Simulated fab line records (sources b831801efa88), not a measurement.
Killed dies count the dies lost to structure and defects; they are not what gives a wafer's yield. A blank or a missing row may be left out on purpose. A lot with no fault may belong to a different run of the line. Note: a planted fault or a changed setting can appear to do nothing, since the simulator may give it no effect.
Which tool did it?	flow gf180mcu	13 lots, 37 wafers sampled, at 5 steps of a route of 602

== WHAT THE GAUGES READ, wafer by wafer ==
GF_STI_THK_MEAS_22. Usual: STI_OXIDATION_01_THK gives 14.9 nm (standard deviation 0.31).
lot	measured	on	STI_OXIDATION_01_THK (nm)	flag
L910	day 2 08:33	film_metro-04	15.1 15.0 15.1	
L911	day 2 15:11	film_metro-04	14.7 14.8 14.9	
L912	day 2 22:55	film_metro-04	14.6 14.4 14.3	
L913	day 3 00:28	film_metro-01	14.9 14.8 14.8	
L915	day 3 11:41	film_metro-04	14.6 14.5 14.6	
L916	day 3 17:29	film_metro-01	15.4 14.9 15.0	
L917	day 3 20:19	film_metro-04	15.3 15.3 15.2	
L918	day 4 02:08	film_metro-01	14.3 14.3 14.3	
L919	day 4 07:53	film_metro-02	15.4 15.3 15.1	
L920	day 4 11:34	film_metro-04	15.0 15.2 15.1	
L923	day 5 05:10	film_metro-02	14.7 14.8 14.7	
L926	day 5 18:29	film_metro-04	15.2	
L932	day 7 01:17	film_metro-02	15.0 15.0 15.0	

GF_VT_IMPLANT_RS_MEAS_47: measures by four-point-probe. Usual: NWELL_RS gives 487.1 ohm/sq (standard deviation 1.1).
lot	measured	on	NWELL_RS (ohm/sq)	flag
L910	day 7 19:44	film_metro-03	487.5 486.4 486.9	
L911	day 8 09:18	film_metro-01	486.6 485.9 487.2	
L912	day 8 14:46	film_metro-03	488.6 486.2 486.9	
L913	day 8 18:14	film_metro-01	484.9 485.7 485.3	
L915	day 9 07:01	film_metro-01	487.2 488.0 487.1	
L916	day 9 18:00	film_metro-02	487.3 486.9 487.7	
L917	day 9 18:13	film_metro-01	489.0 488.7 488.1	
L918	day 9 23:01	film_metro-02	486.6 487.1 488.9	
L919	day 10 14:26	film_metro-03	488.2 487.6 488.0	
L920	day 10 16:22	film_metro-03	487.7 486.6 488.0	
L923	day 11 10:09	film_metro-02	485.4 486.9 487.2	
L926	day 12 05:54	film_metro-03	483.3	OFF
L932	day 13 23:46	film_metro-03	485.9 486.2 487.4	

== TOOL THAT RAN EACH LOT (tool first, then ch and the chambers of the sampled wafers, then the start) ==
lot	GF_NWELL_IMPLANT_09	GF_NWELL_STRIP_10	GF_MVSD_STRIP_10
L910	implanter-01 ch 0, day 3 12:43	plasma_asher-01 ch 0,1, day 3 12:50	plasma_asher-01 ch 0,1, day 4 15:20
L911	implanter-03 ch 0, day 3 23:05	plasma_asher-02 ch 0,1, day 3 23:13	plasma_asher-04 ch 0,1, day 5 03:58
L912	implanter-02 ch 0, day 4 05:20	plasma_asher-01 ch 0,1, day 4 05:29	plasma_asher-03 ch 0,1, day 5 08:05
L913	implanter-03 ch 0, day 4 07:03	plasma_asher-03 ch 0,1, day 4 07:11	plasma_asher-03 ch 0,1, day 5 10:44
L915	implanter-01 ch 0, day 4 18:56	plasma_asher-01 ch 0,1, day 4 19:05	plasma_asher-04 ch 0,1, day 5 22:32
L916	implanter-01 ch 0, day 5 02:44	plasma_asher-02 ch 0,1, day 5 02:53	plasma_asher-03 ch 0,1, day 6 08:44
L917	implanter-02 ch 0, day 5 03:09	plasma_asher-03 ch 0,1, day 5 03:16	plasma_asher-01 ch 0,1, day 6 09:25
L918	implanter-02 ch 0, day 5 07:57	plasma_asher-01 ch 0,1, day 5 08:04	plasma_asher-04 ch 0,1, day 6 13:22
L919	implanter-02 ch 0, day 5 18:48	plasma_asher-02 ch 0, day 5 18:56	plasma_asher-03 ch 1, day 7 01:32
L920	implanter-03 ch 0, day 5 19:45	plasma_asher-02 ch 0,1, day 5 19:53	plasma_asher-03 ch 0,1, day 7 02:59
L923	implanter-02 ch 0, day 6 12:38	plasma_asher-02 ch 0,1, day 6 12:47	plasma_asher-03 ch 0,1, day 7 20:32
L926	implanter-03 ch 0, day 7 03:47	plasma_asher-01 ch 0, day 7 03:56	plasma_asher-03 ch 0, day 8 12:29
L932	implanter-02 ch 0, day 8 14:05	plasma_asher-01 ch 0,1, day 8 14:14	plasma_asher-03 ch 0,1, day 10 01:13
- GF_NWELL_IMPLANT_09
- GF_NWELL_STRIP_10: strips in O2/N2.
- GF_MVSD_STRIP_10: strips in O2/N2.

== AS READ BY THE TOOLS THEMSELVES (means over the sampled wafers that have a number; for cases with no such wafer, the mark the record gives instead) ==
GF_NWELL_IMPLANT_09. Usual: beam_on_s 10.02 s, standard deviation 0.19; faraday_current_uA 22.5, standard deviation 0.42.
lot	tool	beam_on_s (s)	faraday_current_uA	flag
L910	implanter-01	10.03	22.4	
L911	implanter-03	10.07	22.4	
L912	implanter-02	10.13	22.3	
L913	implanter-03	10.06	22.4	
L915	implanter-01	10.07	22.5	
L916	implanter-01	10.09	22.4	
L917	implanter-02	10.00	22.6	
L918	implanter-02	9.85	22.9	
L919	implanter-02	10.07	22.4	
L920	implanter-03	9.95	22.7	
L923	implanter-02	9.99	22.6	
L926	implanter-03	11.06	20.5	OFF
L932	implanter-02	10.16	22.3	

GF_NWELL_STRIP_10. Usual: chamber_pressure_mTorr 1499.9 mTorr, standard deviation 1.4; drypump_motor_current_A 5.6 A, standard deviation 0.46; heater_power_w 341 W, standard deviation 32; oes_product_au 0.722 a.u., standard deviation 0.0045; strip_time_to_endpoint_s 37.01 s, standard deviation 0.12.
lot	tool	chamber_pressure_mTorr (mTorr)	drypump_motor_current_A (A)	heater_power_w (W)	oes_product_au (a.u.)	strip_time_to_endpoint_s (s)	flag
L910	plasma_asher-01	1501.5	5.4	345	0.720	36.90	
L911	plasma_asher-02	1500.0	5.4	312	0.725	36.98	
L912	plasma_asher-01	1500.8	5.4	346	0.721	37.12	
L913	plasma_asher-03	1499.7	5.7	362	0.720	37.18	
L915	plasma_asher-01	1500.5	5.4	342	0.726	36.84	
L916	plasma_asher-02	1500.6	5.4	315	0.725	36.96	
L917	plasma_asher-03	1499.0	5.5	367	0.726	37.14	
L918	plasma_asher-01	1500.3	5.4	348	0.722	37.15	
L919	plasma_asher-02	1499.1	6.3	324	0.725	37.12	
L920	plasma_asher-02	1499.1	5.8	317	0.720	36.99	
L923	plasma_asher-02	1499.8	5.9	320	0.718	36.96	
L926	plasma_asher-01	1501.3	5.3	329	0.725	36.95	
L932	plasma_asher-01	1500.2	5.4	343	0.723	36.93	

GF_MVSD_STRIP_10. Usual: chamber_pressure_mTorr 1499.8 mTorr, standard deviation 1.3; drypump_motor_current_A 5.6 A, standard deviation 0.36; heater_power_w 360 W, standard deviation 19; oes_product_au 0.723 a.u., standard deviation 0.0049; strip_time_to_endpoint_s 36.97 s, standard deviation 0.11.
lot	tool	chamber_pressure_mTorr (mTorr)	drypump_motor_current_A (A)	heater_power_w (W)	oes_product_au (a.u.)	strip_time_to_endpoint_s (s)	flag
L910	plasma_asher-01	1500.6	5.5	374	0.720	37.07	
L911	plasma_asher-04	1499.5	5.4	367	0.723	37.02	
L912	plasma_asher-03	1500.0	5.5	363	0.722	36.88	
L913	plasma_asher-03	1499.2	5.6	361	0.728	36.99	
L915	plasma_asher-04	1500.0	5.4	364	0.724	36.84	
L916	plasma_asher-03	1500.8	5.6	363	0.725	36.99	
L917	plasma_asher-01	1500.4	5.5	368	0.727	36.88	
L918	plasma_asher-04	1500.2	5.4	359	0.725	36.88	
L919	plasma_asher-03	1500.6	5.9	367	0.724	36.97	
L920	plasma_asher-03	1500.7	5.5	363	0.720	37.11	
L923	plasma_asher-03	1499.9	5.5	366	0.722	36.98	
L926	plasma_asher-03	1500.9	5.4	364	0.717	37.11	
L932	plasma_asher-03	1498.5	5.5	361	0.724	37.03	

== THE ANSWER, worked out from the rows above alone ==
Rule: take the mean of a lot's wafers that have a number; if it is more than 3 standard deviations from the usual mean, the lot is off. A lot without any number at a reading at which 4 lots or more have one is off too. Any other lot the step has rows for is counted as sound. First the gauges in route order, then the tools' own readings, where a lot's mean is used as printed above. The first step at which some lot is off is used, and at that step the reading that is off furthest; a lot without a number counts as furthest.
Off: at GF_VT_IMPLANT_RS_MEAS_47 (NWELL_RS), L926.
A tool fits if, at a process step before that reading, it ran every lot that is off, and no sound lot after the first of them. Not tried: the gauges at GF_VT_IMPLANT_RS_MEAS_47; whatever is off there is also off at GF_NWELL_IMPLANT_09, on other tools, and gauge error can't account for it. One fits: GF_NWELL_IMPLANT_09 on implanter-03. A fault onset in the window from L920 (day 5 19:45, its last sound lot) to L926 (day 7 03:47, its first lot off) fits.
The tool's own readings at GF_NWELL_IMPLANT_09 bear it out: on the lots that are off they differ by more than 5 times the standard deviation of the sound lots' means. beam_on_s reads 11.06 s there against 10.04 s on the sound lots; faraday_current_uA reads 20.5 there against 22.5 on the sound lots.

== WHAT WAS PUT IN BY THE SIMULATOR ==
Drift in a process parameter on implanter-03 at GF_NWELL_IMPLANT_09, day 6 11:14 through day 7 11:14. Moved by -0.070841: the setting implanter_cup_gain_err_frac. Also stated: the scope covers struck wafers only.
Struck lots among those shown: L926. The rule above found the same.
